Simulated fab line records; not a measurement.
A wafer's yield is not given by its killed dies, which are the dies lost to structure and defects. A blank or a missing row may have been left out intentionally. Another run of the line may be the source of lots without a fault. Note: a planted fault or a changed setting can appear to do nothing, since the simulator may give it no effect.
Which tool was responsible? / flow gf180mcu / Sampling: 13 lots, 39 wafers, 5 of 602 route steps

WHAT THE GAUGES READ, wafer by wafer
GF_VT_IMPLANT_OVL_MEAS_40. Usual: VT_IMPLANT_03_OVL 0.7 nm, standard deviation 1.4.
lot=L449; measured=day 7 20:04; on=overlay-01; VT_IMPLANT_03_OVL (nm)=1.6 3.3 3.8; flag=
lot=L450; measured=day 8 03:28; on=overlay-02; VT_IMPLANT_03_OVL (nm)=1.4 -1.3 0.6; flag=
lot=L452; measured=day 8 06:59; on=overlay-01; VT_IMPLANT_03_OVL (nm)=0.7 2.1 1.2; flag=
lot=L453; measured=day 8 14:14; on=overlay-01; VT_IMPLANT_03_OVL (nm)=1.1 0.3 -0.8; flag=
lot=L455; measured=day 9 12:13; on=overlay-01; VT_IMPLANT_03_OVL (nm)=0.9 0.3 3.1; flag=
lot=L456; measured=day 9 16:16; on=overlay-02; VT_IMPLANT_03_OVL (nm)=1.6 0.3 1.5; flag=
lot=L458; measured=day 10 05:41; on=overlay-02; VT_IMPLANT_03_OVL (nm)=-0.3 0.7 -1.9; flag=
lot=L463; measured=day 11 07:58; on=overlay-02; VT_IMPLANT_03_OVL (nm)=-0.9 -2.9 -2.6; flag=
lot=L465; measured=day 11 23:52; on=overlay-02; VT_IMPLANT_03_OVL (nm)=-0.4 0.6 2.6; flag=
lot=L467; measured=day 12 11:05; on=overlay-01; VT_IMPLANT_03_OVL (nm)=-0.5 2.7 -1.1; flag=
lot=L468; measured=day 12 18:56; on=overlay-02; VT_IMPLANT_03_OVL (nm)=1.7 0.9 1.1; flag=
lot=L469; measured=day 13 08:41; on=overlay-01; VT_IMPLANT_03_OVL (nm)=-1.9 -1.7 -1.4; flag=
lot=L472; measured=day 14 02:10; on=overlay-02; VT_IMPLANT_03_OVL (nm)=0.3 0.3 1.1; flag=

GF_POLY_GATE_CD_MEAS_18. Usual: cd-nm at 280.0 nm, with a standard deviation of 1.7.
lot=L449; measured=day 9 14:10; on=cd-sem-01; cd-nm (nm)=279.0 277.0 281.7; flag=
lot=L450; measured=day 9 21:38; on=cd-sem-01; cd-nm (nm)=278.9 277.7 279.9; flag=
lot=L452; measured=day 10 03:45; on=cd-sem-02; cd-nm (nm)=280.7 280.3 278.6; flag=
lot=L453; measured=day 10 07:55; on=cd-sem-02; cd-nm (nm)=280.4 279.4 277.0; flag=
lot=L455; measured=day 11 09:39; on=cd-sem-01; cd-nm (nm)=282.2 280.0 281.7; flag=
lot=L456; measured=day 11 13:01; on=cd-sem-02; cd-nm (nm)=281.0 277.7 282.5; flag=
lot=L458; measured=day 12 08:03; on=cd-sem-02; cd-nm (nm)=280.3 280.4 280.2; flag=
lot=L463; measured=day 13 15:05; on=cd-sem-01; cd-nm (nm)=279.7 279.2 280.3; flag=
lot=L465; measured=day 14 05:16; on=cd-sem-02; cd-nm (nm)=278.2 279.3 278.0; flag=
lot=L467; measured=day 14 20:26; on=cd-sem-01; cd-nm (nm)=278.0 281.0 279.4; flag=
lot=L468; measured=day 14 20:14; on=cd-sem-02; cd-nm (nm)=276.3 283.4 279.5; flag=
lot=L469; measured=day 15 17:34; on=cd-sem-02; cd-nm (nm)=281.1 280.1 280.6; flag=
lot=L472; measured=day 16 10:57; on=cd-sem-01; cd-nm (nm)=278.1 277.1 278.9; flag=

GF_HV_LDD_RS_MEAS_53: measures by four-point-probe. Usual: HV_LDD_RS 418.1 ohm/sq, standard deviation 0.95.
lot=L449; measured=day 12 17:06; on=film-metro-03; HV_LDD_RS (ohm/sq)=418.3 418.4 419.0; flag=
lot=L450; measured=day 12 23:14; on=film-metro-02; HV_LDD_RS (ohm/sq)=418.5 419.7 419.2; flag=
lot=L452; measured=day 13 08:25; on=film-metro-03; HV_LDD_RS (ohm/sq)=416.0 416.2 416.8; flag=
lot=L453; measured=day 13 12:37; on=film-metro-02; HV_LDD_RS (ohm/sq)=418.8 417.3 418.4; flag=
lot=L455; measured=day 14 14:45; on=film-metro-01; HV_LDD_RS (ohm/sq)=418.5 419.5 419.7; flag=
lot=L456; measured=day 14 20:38; on=film-metro-02; HV_LDD_RS (ohm/sq)=418.8 417.2 419.2; flag=
lot=L458; measured=day 15 16:24; on=film-metro-01; HV_LDD_RS (ohm/sq)=419.5 420.7 420.2; flag=
lot=L463; measured=day 17 04:50; on=film-metro-01; HV_LDD_RS (ohm/sq)=407.2 408.0 407.5; flag=OFF
lot=L465; measured=day 17 19:43; on=film-metro-02; HV_LDD_RS (ohm/sq)=407.5 408.1 407.7; flag=OFF
lot=L467; measured=day 18 16:02; on=film-metro-02; HV_LDD_RS (ohm/sq)=418.4 419.3 419.3; flag=
lot=L468; measured=day 18 15:11; on=film-metro-03; HV_LDD_RS (ohm/sq)=417.5 418.1 418.2; flag=
lot=L469; measured=day 19 16:47; on=film-metro-03; HV_LDD_RS (ohm/sq)=418.7 418.2 417.9; flag=
lot=L472; measured=day 20 09:32; on=film-metro-02; HV_LDD_RS (ohm/sq)=417.8 416.8 416.8; flag=

EACH LOT AND THE TOOL THAT RAN IT (in order: tool; ch and the chambers of the sampled wafers; start)
lot=L449; GF_VT_IMPLANT_STRIP_42=plasma-asher-02 ch 0,1, day 7 20:17; GF_HV_LDD_IMPLANT_09=implanter-03 ch 0, day 10 07:40
lot=L450; GF_VT_IMPLANT_STRIP_42=plasma-asher-02 ch 0,1, day 8 03:39; GF_HV_LDD_IMPLANT_09=implanter-03 ch 0, day 10 15:07
lot=L452; GF_VT_IMPLANT_STRIP_42=plasma-asher-01 ch 0,1, day 8 07:10; GF_HV_LDD_IMPLANT_09=implanter-03 ch 0, day 10 21:31
lot=L453; GF_VT_IMPLANT_STRIP_42=plasma-asher-04 ch 0,1, day 8 14:25; GF_HV_LDD_IMPLANT_09=implanter-04 ch 0, day 11 02:05
lot=L455; GF_VT_IMPLANT_STRIP_42=plasma-asher-04 ch 0,1, day 9 12:23; GF_HV_LDD_IMPLANT_09=implanter-01 ch 0, day 12 03:59
lot=L456; GF_VT_IMPLANT_STRIP_42=plasma-asher-04 ch 0,1, day 9 16:26; GF_HV_LDD_IMPLANT_09=implanter-01 ch 0, day 12 08:26
lot=L458; GF_VT_IMPLANT_STRIP_42=plasma-asher-01 ch 0,1, day 10 05:53; GF_HV_LDD_IMPLANT_09=implanter-03 ch 0, day 13 02:40
lot=L463; GF_VT_IMPLANT_STRIP_42=plasma-asher-01 ch 0,1, day 11 08:11; GF_HV_LDD_IMPLANT_09=implanter-01 ch 0, day 14 11:05
lot=L465; GF_VT_IMPLANT_STRIP_42=plasma-asher-02 ch 0,1, day 12 00:04; GF_HV_LDD_IMPLANT_09=implanter-01 ch 0, day 15 01:26
lot=L467; GF_VT_IMPLANT_STRIP_42=plasma-asher-04 ch 0,1, day 12 11:16; GF_HV_LDD_IMPLANT_09=implanter-04 ch 0, day 15 17:19
lot=L468; GF_VT_IMPLANT_STRIP_42=plasma-asher-02 ch 0,1, day 12 19:07; GF_HV_LDD_IMPLANT_09=implanter-03 ch 0, day 15 16:59
lot=L469; GF_VT_IMPLANT_STRIP_42=plasma-asher-04 ch 0,1, day 13 08:52; GF_HV_LDD_IMPLANT_09=implanter-03 ch 0, day 16 15:46
lot=L472; GF_VT_IMPLANT_STRIP_42=plasma-asher-02 ch 0,1, day 14 02:22; GF_HV_LDD_IMPLANT_09=implanter-04 ch 0, day 17 08:43
- GF_VT_IMPLANT_STRIP_42: strips in O2/N2.
- GF_HV_LDD_IMPLANT_09

WHAT THE TOOLS THEMSELVES READ (means of the sampled wafers that have a number; where no wafer has one, the mark that the record gives instead)
GF_VT_IMPLANT_STRIP_42. Usual: drypump-motor-current-A 5.7 A, standard deviation 0.36; heater-power-w 330 W, standard deviation 17; n2-flow-sccm 300.1 sccm, standard deviation 0.94; oes-product-au 0.717 a.u., standard deviation 0.0044; platen-temp-c 249.99 C, standard deviation 0.18; strip-time-to-endpoint-s 12.64 s, standard deviation 0.035.
lot=L449; tool=plasma-asher-02; drypump-motor-current-A (A)=5.9; heater-power-w (W)=329; n2-flow-sccm (sccm)=299.7; oes-product-au (a.u.)=0.716; platen-temp-c (C)=250.04; strip-time-to-endpoint-s (s)=12.64; flag=
lot=L450; tool=plasma-asher-02; drypump-motor-current-A (A)=5.9; heater-power-w (W)=333; n2-flow-sccm (sccm)=300.6; oes-product-au (a.u.)=0.720; platen-temp-c (C)=250.02; strip-time-to-endpoint-s (s)=12.57; flag=
lot=L452; tool=plasma-asher-01; drypump-motor-current-A (A)=5.8; heater-power-w (W)=350; n2-flow-sccm (sccm)=300.2; oes-product-au (a.u.)=0.720; platen-temp-c (C)=249.77; strip-time-to-endpoint-s (s)=12.64; flag=
lot=L453; tool=plasma-asher-04; drypump-motor-current-A (A)=5.6; heater-power-w (W)=320; n2-flow-sccm (sccm)=299.2; oes-product-au (a.u.)=0.721; platen-temp-c (C)=249.99; strip-time-to-endpoint-s (s)=12.62; flag=
lot=L455; tool=plasma-asher-04; drypump-motor-current-A (A)=5.3; heater-power-w (W)=327; n2-flow-sccm (sccm)=300.0; oes-product-au (a.u.)=0.716; platen-temp-c (C)=249.93; strip-time-to-endpoint-s (s)=12.62; flag=
lot=L456; tool=plasma-asher-04; drypump-motor-current-A (A)=5.4; heater-power-w (W)=327; n2-flow-sccm (sccm)=298.4; oes-product-au (a.u.)=0.717; platen-temp-c (C)=250.18; strip-time-to-endpoint-s (s)=12.70; flag=
lot=L458; tool=plasma-asher-01; drypump-motor-current-A (A)=5.9; heater-power-w (W)=335; n2-flow-sccm (sccm)=299.1; oes-product-au (a.u.)=0.716; platen-temp-c (C)=250.10; strip-time-to-endpoint-s (s)=12.64; flag=
lot=L463; tool=plasma-asher-01; drypump-motor-current-A (A)=6.0; heater-power-w (W)=334; n2-flow-sccm (sccm)=299.6; oes-product-au (a.u.)=0.715; platen-temp-c (C)=250.02; strip-time-to-endpoint-s (s)=12.61; flag=
lot=L465; tool=plasma-asher-02; drypump-motor-current-A (A)=6.0; heater-power-w (W)=337; n2-flow-sccm (sccm)=300.2; oes-product-au (a.u.)=0.711; platen-temp-c (C)=250.05; strip-time-to-endpoint-s (s)=12.64; flag=
lot=L467; tool=plasma-asher-04; drypump-motor-current-A (A)=5.6; heater-power-w (W)=316; n2-flow-sccm (sccm)=300.6; oes-product-au (a.u.)=0.718; platen-temp-c (C)=249.98; strip-time-to-endpoint-s (s)=12.68; flag=
lot=L468; tool=plasma-asher-02; drypump-motor-current-A (A)=6.0; heater-power-w (W)=340; n2-flow-sccm (sccm)=300.0; oes-product-au (a.u.)=0.716; platen-temp-c (C)=249.90; strip-time-to-endpoint-s (s)=12.69; flag=
lot=L469; tool=plasma-asher-04; drypump-motor-current-A (A)=5.6; heater-power-w (W)=317; n2-flow-sccm (sccm)=299.4; oes-product-au (a.u.)=0.721; platen-temp-c (C)=250.11; strip-time-to-endpoint-s (s)=12.64; flag=
lot=L472; tool=plasma-asher-02; drypump-motor-current-A (A)=6.0; heater-power-w (W)=337; n2-flow-sccm (sccm)=301.0; oes-product-au (a.u.)=0.716; platen-temp-c (C)=250.13; strip-time-to-endpoint-s (s)=12.66; flag=

GF_HV_LDD_IMPLANT_09. Usual: dose-ions-cm2 9.999e+13, standard deviation 1.1e+11; faraday-current-uA 563, standard deviation 11.
lot=L449 tool=implanter-03 dose-ions-cm2=1.002e+14 faraday-current-uA=560 flag=
lot=L450 tool=implanter-03 dose-ions-cm2=9.991e+13 faraday-current-uA=572 flag=
lot=L452 tool=implanter-03 dose-ions-cm2=1.001e+14 faraday-current-uA=562 flag=
lot=L453 tool=implanter-04 dose-ions-cm2=1.000e+14 faraday-current-uA=562 flag=
lot=L455 tool=implanter-01 dose-ions-cm2=1.001e+14 faraday-current-uA=560 flag=
lot=L456 tool=implanter-01 dose-ions-cm2=9.984e+13 faraday-current-uA=562 flag=
lot=L458 tool=implanter-03 dose-ions-cm2=1.001e+14 faraday-current-uA=563 flag=
lot=L463 tool=implanter-01 dose-ions-cm2=1.061e+14 faraday-current-uA=605 flag=OFF
lot=L465 tool=implanter-01 dose-ions-cm2=1.059e+14 faraday-current-uA=601 flag=OFF
lot=L467 tool=implanter-04 dose-ions-cm2=9.996e+13 faraday-current-uA=554 flag=
lot=L468 tool=implanter-03 dose-ions-cm2=1.000e+14 faraday-current-uA=562 flag=
lot=L469 tool=implanter-03 dose-ions-cm2=9.996e+13 faraday-current-uA=556 flag=
lot=L472 tool=implanter-04 dose-ions-cm2=9.994e+13 faraday-current-uA=562 flag=

THE ANSWER, worked out from the rows above alone
Rule: lot off if the mean of its wafers having a number is beyond 3 standard deviations from the usual mean. A lot without any number at a reading at which 4 lots or more have one is off too. Where the step has rows for the other lots, those lots are counted as sound. The gauges are gone through in route order, then the tools' own readings, and for those a lot's mean is taken as printed above. The first step at which some lot is off is used, and at that step the reading that is off furthest; a lot without a number counts as furthest.
Off: L463, L465, at GF_HV_LDD_RS_MEAS_53 (HV_LDD_RS).
If a tool, at a process step before that reading, ran all the lots that are off and no sound lot after the first of them, it fits. Not tried: the gauges at GF_HV_LDD_RS_MEAS_53; whatever is off there is also off at GF_HV_LDD_IMPLANT_09, on other tools, and gauge error can't account for it. One candidate fits, namely implanter-01 at GF_HV_LDD_IMPLANT_09. Its last sound lot is L456 (day 12 08:26), its first lot that is off L463 (day 14 11:05): a fault that began between those two fits.
The tool's own readings at GF_HV_LDD_IMPLANT_09 bear it out: on the lots that are off they differ by more than 5 times the standard deviation of the sound lots' means. dose-ions-cm2 reads 1.060e+14 there against 1.000e+14 on the sound lots; faraday-current-uA reads 603 there against 561 on the sound lots.

WHAT THE SIMULATOR PUT IN
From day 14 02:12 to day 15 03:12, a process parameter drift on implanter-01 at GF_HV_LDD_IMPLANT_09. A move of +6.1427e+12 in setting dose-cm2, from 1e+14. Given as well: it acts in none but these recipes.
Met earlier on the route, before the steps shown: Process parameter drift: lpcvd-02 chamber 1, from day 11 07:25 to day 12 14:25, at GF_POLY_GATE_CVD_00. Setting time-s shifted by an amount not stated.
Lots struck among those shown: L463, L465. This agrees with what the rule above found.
